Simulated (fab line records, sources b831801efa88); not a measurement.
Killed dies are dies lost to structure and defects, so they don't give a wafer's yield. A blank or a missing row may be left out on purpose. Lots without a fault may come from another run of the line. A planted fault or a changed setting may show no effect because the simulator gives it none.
Problem report in the 8D (eight disciplines) form, filled by code | flow gf180mcu | the parts of the form that need people (team, actions taken, sign-off) are left out

1. THE PROBLEM
HV_LDD_CVD_56_THK at GF_HV_LDD_THK_MEAS_57 reads a mean of 96.5 nm on 6 wafers of 2 lots; wafers without a fault read 90.5 nm with a standard deviation of 0.85. That is +7.0 standard deviations from the usual mean.
First seen on wafer L990.2, day 17 17:09, on film_metro-02. The record holds 33 wafers of 11 lots with a number at this step. Rule for "out", or "out of limits": more than 4 standard deviations from the usual mean. The other wafers with a number count as sound.

2. WHAT IT IS AND WHAT IT IS NOT
question                    | is                           | is not
which readings at this step | HV_LDD_CVD_56_THK            | -
which lots                  | L989, L990                   | L980, L982, L984, L991, L992, L994, L997, L998, L999
which wafers of those lots  | all that have a number       | -
read on which gauges        | film_metro-02, film_metro-03 | film_metro-01
when                        | from day 17 17:09            | up to then (9 sound wafers); but 18 sound wafers of L991, L992, L994, L997, L998, L999 came after

3. SUSPECTS, AND WHAT RULES EACH OUT
Counting: a tool at a process step up to the reading stays a suspect if it ran every lot that is out and no sound lot after the first of them.
- the gauge at GF_HV_LDD_THK_MEAS_57: ruled out. The wafers that are out were read on 2 gauges (film_metro-02, film_metro-03).
- lpcvd-02 at GF_HV_LDD_CVD_56 (deposits Si3N4 from DCS/NH3, target thk 90 nm, time 1543 s): kept. It ran every lot that is out, first L990 (day 17 15:00), and no sound lot after that; its last sound lot up to then is L984 (day 15 02:59).
Left after counting: lpcvd-02 at GF_HV_LDD_CVD_56.

4. THE CAUSE (what the simulator had put in)
Process parameter drift: lpcvd-02, from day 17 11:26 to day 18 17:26, at GF_HV_LDD_CVD_56. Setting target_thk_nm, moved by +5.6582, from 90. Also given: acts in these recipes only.
Counting left only this tool.

5. THE CHAIN OF EFFECTS, in route order
Each row: a reading whose mean over the struck wafers that have a number lies more than 3 standard deviations from the usual. Only readings for which the record gives a usual standard deviation are gone through. hours: the time from each lot's start at the first step in this table that gives one to its start at this step, as a median over the lots. sigmas: the change in usual standard deviations.
hours | step                  | reading           | usual      | on struck wafers | change | sigmas
0     | GF_HV_LDD_THK_MEAS_57 | HV_LDD_CVD_56_THK | 90.5 nm    | 96.5             | +6.0   | +7.0
0     | GF_HV_LDD_ETCHBACK_58 | oes_product_au    | 0.845 a.u. | 0.874            | +0.029 | +4.5
The process steps in it:
- GF_HV_LDD_ETCHBACK_58: etches Si3N4 in CH3F/O2, stops on SiO2, time 100 s, target depth 90 nm.
Later measuring or inspecting steps at which every struck wafer that the step has a row for has a number for every such reading, and none has moved that far: GF_V2_THK_MEAS_03, GF_V2_BOW_MEAS_05.

6. WHAT WOULD HAVE CAUGHT IT SOONER
In this record the first reading out of limits at a measuring or inspecting step was taken at day 17 17:09, 6 hours after the fault began at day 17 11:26.
Of the tool readings at GF_HV_LDD_CVD_56 for which the record gives a usual standard deviation, none was out on any struck wafer, so an alarm limit of 4 standard deviations on them would not have fired.
All the lots that are out (2) had begun GF_HV_LDD_CVD_56 on lpcvd-02 by day 17 17:09. A hold on the tool at that time would have spared none of them.
